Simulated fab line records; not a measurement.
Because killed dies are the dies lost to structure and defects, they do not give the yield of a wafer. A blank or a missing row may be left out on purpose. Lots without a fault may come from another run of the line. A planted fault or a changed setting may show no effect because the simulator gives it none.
Which of the tools did it? -- flow sky130 -- Sampling: 24 lots, 72 wafers, 6 of 708 route steps

== WHAT THE GAUGES SHOWED, per wafer ==
SKY_NWELL_OVL_MEAS_10. Usual: NWELL_00_OVL typically reads 1.4 nm, with standard deviation 1.5.
lot,measured,on,NWELL_00_OVL (nm),flag
L074,day 4 15:40,overlay-02,2.4 3.6 2.2,
L075,day 4 20:37,overlay-01,1.6 1.6 2.8,
L076,day 5 02:43,overlay-02,1.2 0.9 1.4,
L077,day 5 07:59,overlay-02,1.7 1.9 0.9,
L078,day 5 12:40,overlay-01,3.3 2.0 3.3,
L079,day 5 17:52,overlay-01,1.3 1.7 1.9,
L080,day 6 01:59,overlay-02,0.2 -0.1 -0.1,
L081,day 6 09:40,overlay-02,1.0 0.8 0.2,
L082,day 6 12:26,overlay-02,-2.8 -1.6 -0.2,
L083,day 6 17:29,overlay-02,2.9 0.5 1.6,
L084,day 6 23:49,overlay-01,-1.7 -0.4 -0.1,
L085,day 7 05:47,overlay-02,3.4 3.4 5.7,
L086,day 7 12:31,overlay-02,0.3 1.9 0.0,
L087,day 7 18:43,overlay-02,2.5 1.7 1.4,
L088,day 7 23:40,overlay-02,1.7 2.1 1.3,
L089,day 8 03:19,overlay-02,1.3 -0.6 0.0,
L090,day 8 13:19,overlay-01,-0.1 0.8 -1.2,
L091,day 8 19:05,overlay-01,0.4 0.5 2.3,
L092,day 9 01:34,overlay-01,0.7 1.3 0.8,
L093,day 9 06:08,overlay-02,1.8 0.2 0.9,
L094,day 9 15:07,overlay-01,2.0 2.7 1.6,
L095,day 9 19:13,overlay-01,4.4 4.2 4.5,
L096,day 10 00:49,overlay-01,2.8 2.4 2.0,
L097,day 10 06:01,overlay-02,0.6 0.3 -0.4,

SKY_METAL2_THK_MEAS_06: measures by xrf. Usual: METAL2_ALCU_THK typically reads 251 nm, with standard deviation 3.
lot,measured,on,METAL2_ALCU_THK (nm),flag
L074,day 34 12:45,filmMetro-02,254 252 253,
L075,day 34 14:37,filmMetro-02,249 251 249,
L076,day 35 03:13,filmMetro-02,249 248 252,
L077,day 35 06:37,filmMetro-04,255 254 254,
L078,day 35 13:38,filmMetro-04,259 255 255,
L079,day 36 00:20,filmMetro-04,248 253 251,
L080,day 36 16:37,filmMetro-04,249 250 249,
L081,day 36 21:02,filmMetro-04,255 255 255,
L082,day 36 23:03,filmMetro-04,246 246 248,
L083,day 37 04:51,filmMetro-04,254 253 251,
L084,day 37 17:27,filmMetro-04,249 247 251,
L085,day 37 23:05,filmMetro-02,250 248 245,
L086,day 38 04:55,filmMetro-02,253 251 252,
L087,day 38 19:01,filmMetro-02,253 254 253,
L088,day 38 19:24,filmMetro-04,251 248 251,
L089,day 39 07:29,filmMetro-02,254 255 248,
L090,day 39 12:51,filmMetro-04,253 250 248,
L091,day 39 17:35,filmMetro-04,252 251 250,
L092,day 40 02:35,filmMetro-04,254 252 251,
L093,day 40 07:28,filmMetro-04,248 250 247,
L094,day 40 14:35,filmMetro-02,253 253 252,
L095,day 40 23:20,filmMetro-04,251 253 249,
L096,day 41 06:59,filmMetro-02,247 245 251,
L097,day 41 11:46,filmMetro-01,248 249 250,

SKY_VIA4_THK_MEAS_20: measures by xrf. Usual: VIA4_W_THK typically reads 514 nm, with standard deviation 7.1.
lot,measured,on,VIA4_W_THK (nm),flag
L074,day 43 10:09,filmMetro-02,507 500 499,
L075,day 43 10:26,filmMetro-04,509 502 500,
L076,day 43 20:40,filmMetro-04,512 508 507,
L077,day 43 23:30,filmMetro-04,508 515 510,
L078,day 44 03:43,filmMetro-03,517 511 517,
L079,day 44 13:27,filmMetro-04,516 512 523,
L080,day 45 07:55,filmMetro-02,504 512 513,
L081,day 45 09:31,filmMetro-04,521 514 514,
L082,day 45 10:11,filmMetro-02,515 516 506,
L083,day 45 13:37,filmMetro-04,522 521 512,
L084,day 45 22:14,filmMetro-04,511 516 509,
L085,day 46 08:57,filmMetro-04,527 525 524,
L086,day 46 11:43,filmMetro-04,527 518 515,
L087,day 47 01:58,filmMetro-04,520 515 516,
L088,day 47 02:54,filmMetro-03,518 521 521,
L089,day 47 07:38,filmMetro-02,502 507 510,
L090,day 47 12:07,filmMetro-04,515 520 522,
L091,day 47 23:40,filmMetro-04,524 524 520,
L092,day 48 03:30,filmMetro-02,511 511 508,
L093,day 48 05:58,filmMetro-03,517 520 516,
L094,day 48 09:33,filmMetro-04,502 509 509,
L095,day 48 12:52,filmMetro-03,506 506 510,
L096,day 49 01:58,filmMetro-03,517 516 512,
L097,day 49 02:37,filmMetro-04,512 508 509,

== WHICH TOOL RAN EACH LOT (tool, then ch and the chambers of the sampled wafers, then the start) ==
lot,SKY_SD_P_STRIP_10,SKY_CONTACT_ETCH_16,SKY_VIA2_CMP_02
L074,"plasmaAsher-01 ch 0,1, day 25 20:34","rieDiel-02 ch 0,1, day 32 01:28","cmp-01 ch 1,2,3, day 35 16:05"
L075,"plasmaAsher-03 ch 0,1, day 25 22:43","rieDiel-03 ch 2,3, day 32 03:22","cmp-02 ch 0,3, day 35 18:13"
L076,"plasmaAsher-01 ch 0,1, day 26 12:04","rieDiel-04 ch 1,2,3, day 32 16:40","cmp-02 ch 0,1,2, day 36 06:37"
L077,"plasmaAsher-01 ch 0,1, day 26 16:14","rieDiel-03 ch 1,2, day 32 20:16","cmp-01 ch 0,1,3, day 36 09:40"
L078,"plasmaAsher-04 ch 0,1, day 26 22:43","rieDiel-03 ch 0,1, day 33 03:01","cmp-02 ch 0,1,3, day 36 16:58"
L079,"plasmaAsher-04 ch 0,1, day 27 12:37","rieDiel-02 ch 0,1,3, day 33 14:25","cmp-01 ch 0,2,3, day 37 02:50"
L080,"plasmaAsher-01 ch 0,1, day 28 01:13","rieDiel-03 ch 2,3, day 34 06:58","cmp-01 ch 1,2,3, day 37 20:04"
L081,"plasmaAsher-01 ch 0,1, day 28 10:58","rieDiel-03 ch 0,1,3, day 34 11:53","cmp-02 ch 0,2, day 37 23:47"
L082,"plasmaAsher-04 ch 0,1, day 28 13:25","rieDiel-02 ch 0,3, day 34 13:10","cmp-02 ch 2,3, day 38 02:17"
L083,"plasmaAsher-04 ch 0,1, day 28 21:22","rieDiel-04 ch 1,2, day 34 19:01","cmp-01 ch 0,3, day 38 08:17"
L084,"plasmaAsher-01 ch 0,1, day 29 06:28","rieDiel-04 ch 0,1,3, day 35 08:04","cmp-01 ch 0,2,3, day 38 20:29"
L085,"plasmaAsher-01 ch 0,1, day 29 15:29","rieDiel-03 ch 0,3, day 35 13:28","cmp-01 ch 0,1,3, day 39 02:08"
L086,"plasmaAsher-01 ch 0,1, day 29 23:01","rieDiel-04 ch 1,2,3, day 35 19:05","cmp-02 ch 0,1, day 39 08:16"
L087,"plasmaAsher-01 ch 0,1, day 30 14:40","rieDiel-03 ch 0,2, day 36 09:19","cmp-01 ch 1,2, day 39 21:47"
L088,"plasmaAsher-04 ch 0,1, day 30 14:49","rieDiel-02 ch 0,1, day 36 11:22","cmp-02 ch 1,2, day 39 22:13"
L089,"plasmaAsher-03 ch 0,1, day 31 02:25","rieDiel-04 ch 1,2, day 36 22:55","cmp-01 ch 0,1,2, day 40 10:08"
L090,"plasmaAsher-04 ch 0,1, day 31 08:28","rieDiel-03 ch 1,3, day 37 04:22","cmp-01 ch 0,2,3, day 40 15:38"
L091,"plasmaAsher-03 ch 0,1, day 31 16:22","rieDiel-04 ch 0,2,3, day 37 10:13","cmp-01 ch 1,2, day 40 19:40"
L092,"plasmaAsher-01 ch 0,1, day 32 01:25","rieDiel-03 ch 0,2,3, day 37 19:13","cmp-02 ch 0,2,3, day 41 05:34"
L093,"plasmaAsher-01 ch 0,1, day 32 02:59","rieDiel-02 ch 0,1,3, day 38 00:04","cmp-01 ch 0,2, day 41 09:34"
L094,"plasmaAsher-04 ch 0,1, day 32 14:43","rieDiel-04 ch 0,2,3, day 38 08:01","cmp-02 ch 1,3, day 41 17:02"
L095,"plasmaAsher-01 ch 0,1, day 33 00:28","rieDiel-02 ch 1,2,3, day 38 15:52","cmp-01 ch 0,1,3, day 42 00:13"
L096,"plasmaAsher-01 ch 0, day 33 08:34","rieDiel-02 ch 0,2, day 38 23:58","cmp-02 ch 0,2,3, day 42 08:35"
L097,"plasmaAsher-03 ch 0,1, day 33 12:25","rieDiel-02 ch 1,2,3, day 39 05:31","cmp-02 ch 0,1,3, day 42 13:04"
- SKY_SD_P_STRIP_10: strips in O2/N2.
- SKY_CONTACT_ETCH_16: etches BARC in N2/H2, stops on SiO2, time 45.9 s, target depth 60 nm.
- SKY_VIA2_CMP_02: polishes SiO2.

== WHAT THE TOOLS THEMSELVES READ (means of the sampled wafers that have a number; where no wafer has one, the mark that the record gives instead) ==
SKY_SD_P_STRIP_10. Usual: drypumpMotorCurrentA 5.9 A, standard deviation 0.33; oesProductAu 0.617 a.u., standard deviation 0.005; stripTimeToEndpointS 17.49 s, standard deviation 0.039.
lot,tool,drypumpMotorCurrentA (A),oesProductAu (a.u.),stripTimeToEndpointS (s),flag
L074,plasmaAsher-01,6.0,0.617,17.50,
L075,plasmaAsher-03,5.8,0.619,17.54,
L076,plasmaAsher-01,6.0,0.614,17.50,
L077,plasmaAsher-01,5.7,0.617,17.46,
L078,plasmaAsher-04,6.1,0.617,17.42,
L079,plasmaAsher-04,6.1,0.617,17.50,
L080,plasmaAsher-01,5.7,0.619,17.51,
L081,plasmaAsher-01,6.0,0.618,17.42,
L082,plasmaAsher-04,6.0,0.612,17.45,
L083,plasmaAsher-04,6.0,0.616,17.46,
L084,plasmaAsher-01,5.8,0.616,17.46,
L085,plasmaAsher-01,5.7,0.618,17.45,
L086,plasmaAsher-01,5.7,0.619,17.49,
L087,plasmaAsher-01,6.0,0.620,17.50,
L088,plasmaAsher-04,6.0,0.619,17.51,
L089,plasmaAsher-03,5.7,0.621,17.49,
L090,plasmaAsher-04,6.1,0.616,17.51,
L091,plasmaAsher-03,5.7,0.618,17.46,
L092,plasmaAsher-01,5.7,0.620,17.54,
L093,plasmaAsher-01,5.7,0.621,17.51,
L094,plasmaAsher-04,6.1,0.619,17.53,
L095,plasmaAsher-01,6.0,0.616,17.53,
L096,plasmaAsher-01,6.2,0.613,17.54,
L097,plasmaAsher-03,5.7,0.616,17.52,

SKY_CONTACT_ETCH_16. Usual: drypumpMotorCurrentA 5.6 A, standard deviation 0.47; oesProductAu 0.859 a.u., standard deviation 0.0051; throttleValvePct 13.226 %, standard deviation 0.0093.
lot,tool,drypumpMotorCurrentA (A),oesProductAu (a.u.),throttleValvePct (%),flag
L074,rieDiel-02,5.4,0.860,13.230,
L075,rieDiel-03,5.6,0.862,13.225,
L076,rieDiel-04,6.0,0.856,13.232,
L077,rieDiel-03,5.3,0.860,13.226,
L078,rieDiel-03,5.0,0.864,13.220,
L079,rieDiel-02,5.7,0.857,13.223,
L080,rieDiel-03,5.7,0.861,13.231,
L081,rieDiel-03,5.1,0.865,13.219,
L082,rieDiel-02,5.5,0.858,13.227,
L083,rieDiel-04,6.1,0.855,13.228,
L084,rieDiel-04,6.0,0.857,13.230,
L085,rieDiel-03,5.2,0.856,13.216,
L086,rieDiel-04,6.0,0.862,13.219,
L087,rieDiel-03,5.6,0.858,13.222,
L088,rieDiel-02,5.2,0.864,13.232,
L089,rieDiel-04,5.9,0.861,13.231,
L090,rieDiel-03,5.4,0.859,13.229,
L091,rieDiel-04,5.8,0.860,13.225,
L092,rieDiel-03,5.5,0.860,13.231,
L093,rieDiel-02,5.7,0.862,13.220,
L094,rieDiel-04,5.8,0.859,13.226,
L095,rieDiel-02,5.7,0.853,13.222,
L096,rieDiel-02,5.0,0.860,13.230,
L097,rieDiel-02,5.7,0.858,13.225,

SKY_VIA2_CMP_02. Usual: edgeZonePressureFrac 0.999, standard deviation 0.0048; motorCurrentA 12.1 A, standard deviation 1.5; retainingRingPressureFrac 1.000, standard deviation 0.0053.
lot,tool,edgeZonePressureFrac,motorCurrentA (A),retainingRingPressureFrac,flag
L074,cmp-01,1.003,13.8,1.003,
L075,cmp-02,1.000,11.3,1.006,
L076,cmp-02,1.000,10.6,1.002,
L077,cmp-01,1.000,12.6,0.994,
L078,cmp-02,1.004,10.7,1.002,
L079,cmp-01,0.998,13.2,1.004,
L080,cmp-01,1.001,13.1,0.995,
L081,cmp-02,1.000,10.1,1.001,
L082,cmp-02,0.998,12.0,1.003,
L083,cmp-01,0.992,13.1,0.998,
L084,cmp-01,1.001,13.3,1.001,
L085,cmp-01,0.997,12.9,0.998,
L086,cmp-02,1.001,10.0,0.998,
L087,cmp-01,1.003,13.5,0.998,
L088,cmp-02,0.997,10.4,1.001,
L089,cmp-01,1.000,13.0,1.001,
L090,cmp-01,1.000,13.8,1.001,
L091,cmp-01,1.000,13.6,1.006,
L092,cmp-02,0.996,11.0,1.001,
L093,cmp-01,1.003,13.7,1.002,
L094,cmp-02,0.999,11.1,0.998,
L095,cmp-01,1.001,13.0,1.000,
L096,cmp-02,1.001,10.8,0.997,
L097,cmp-02,0.999,10.7,0.997,

== THE ANSWER, worked out from the rows above alone ==
Rule: a lot counts as off when the mean over its wafers that have a number is more than 3 standard deviations away from the usual mean. A lot without any number at a reading at which 4 lots or more have one is off too. The other lots that the step has rows for count as sound. The gauges are gone through in route order, then the tools' own readings, and for those a lot's mean is taken as printed above. The first step at which some lot is off is used, and at that step the reading that is off furthest; a lot without a number counts as furthest.
No lot is off on any of the readings shown, so nothing can be concluded from this.

== WHAT THE SIMULATOR HAD INSERTED ==
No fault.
